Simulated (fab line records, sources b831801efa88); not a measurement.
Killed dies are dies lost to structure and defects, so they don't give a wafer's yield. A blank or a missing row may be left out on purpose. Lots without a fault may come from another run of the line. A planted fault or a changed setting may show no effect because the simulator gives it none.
Problem report in the 8D (eight disciplines) form, filled by code | flow sky130 | the parts of the form that need people (team, actions taken, sign-off) are left out

1. THE PROBLEM
GATE_OXIDE_TW at SKY_GATE_OXIDE_TW_MEAS_14 reads a mean of 249.0 on 6 wafers of 2 lots; wafers without a fault read 223.8 with a standard deviation of 2.2. That is +11 standard deviations from the usual mean.
First seen on wafer L130.3, day 16 05:31, on film_metro-02. The record holds 39 wafers of 13 lots with a number at this step. Rule for "out", or "out of limits": more than 4 standard deviations from the usual mean. The other wafers with a number count as sound.

2. WHAT IT IS AND WHAT IT IS NOT
question                    | is                           | is not
which readings at this step | GATE_OXIDE_TW                | -
which lots                  | L130, L133                   | L123, L124, L127, L132, L138, L141, L142, L143, L144, L145, L146
which wafers of those lots  | all that have a number       | -
read on which gauges        | film_metro-02, film_metro-03 | film_metro-04
when                        | from day 16 05:31            | up to then (9 sound wafers); but 24 sound wafers of L132, L138, L141, L142, L143, L144, L145, L146 came after

3. SUSPECTS, AND WHAT RULES EACH OUT
Counting: a tool at a process step up to the reading stays a suspect if it ran every lot that is out and no sound lot after the first of them.
- the gauge at SKY_GATE_OXIDE_TW_MEAS_14: ruled out. The wafers that are out were read on 2 gauges (film_metro-02, film_metro-03).
- implanter-01 at SKY_GATE_OXIDE_IMPLANT_11: ruled out as a lasting fault. Sound lots L141, L143 ran on it after its first lot that is out, L130 (day 16 05:11).
Left after counting: nothing in the record.

4. THE CAUSE (what the simulator had put in)
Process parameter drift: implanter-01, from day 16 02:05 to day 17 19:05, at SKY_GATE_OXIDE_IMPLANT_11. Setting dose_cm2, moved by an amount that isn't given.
Counting ruled it out, wrongly: the rule takes a fault to strike every lot that its tool runs from its start on, and this one did not.

5. THE CHAIN OF EFFECTS, in route order
Each row: a reading whose mean over the struck wafers that have a number lies more than 3 standard deviations from the usual. Only readings for which the record gives a usual standard deviation are gone through. hours: the time from each lot's start at the first step in this table that gives one to its start at this step, as a median over the lots. sigmas: the change in usual standard deviations.
hours | step                      | reading            | usual   | on struck wafers | change   | sigmas
0     | SKY_GATE_OXIDE_IMPLANT_11 | dose_ions_cm2      | 2.6e+12 | 3.8e+12          | +1.2e+12 | +99 or more
0     | SKY_GATE_OXIDE_IMPLANT_11 | faraday_current_uA | 14.70   | 20.98            | +6.28    | +21
0     | SKY_GATE_OXIDE_TW_MEAS_14 | GATE_OXIDE_TW      | 223.8   | 249.0            | +25.2    | +11
The process steps in it:
- SKY_GATE_OXIDE_IMPLANT_11

6. WHAT WOULD HAVE CAUGHT IT SOONER
In this record the first reading out of limits at a measuring or inspecting step was taken at day 16 05:31, 3 hours after the fault began at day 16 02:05.
The tool's own readings at SKY_GATE_OXIDE_IMPLANT_11 were out on every struck wafer that the step has a row for (dose_ions_cm2, faraday_current_uA): an alarm limit on them would have fired on the first of those.
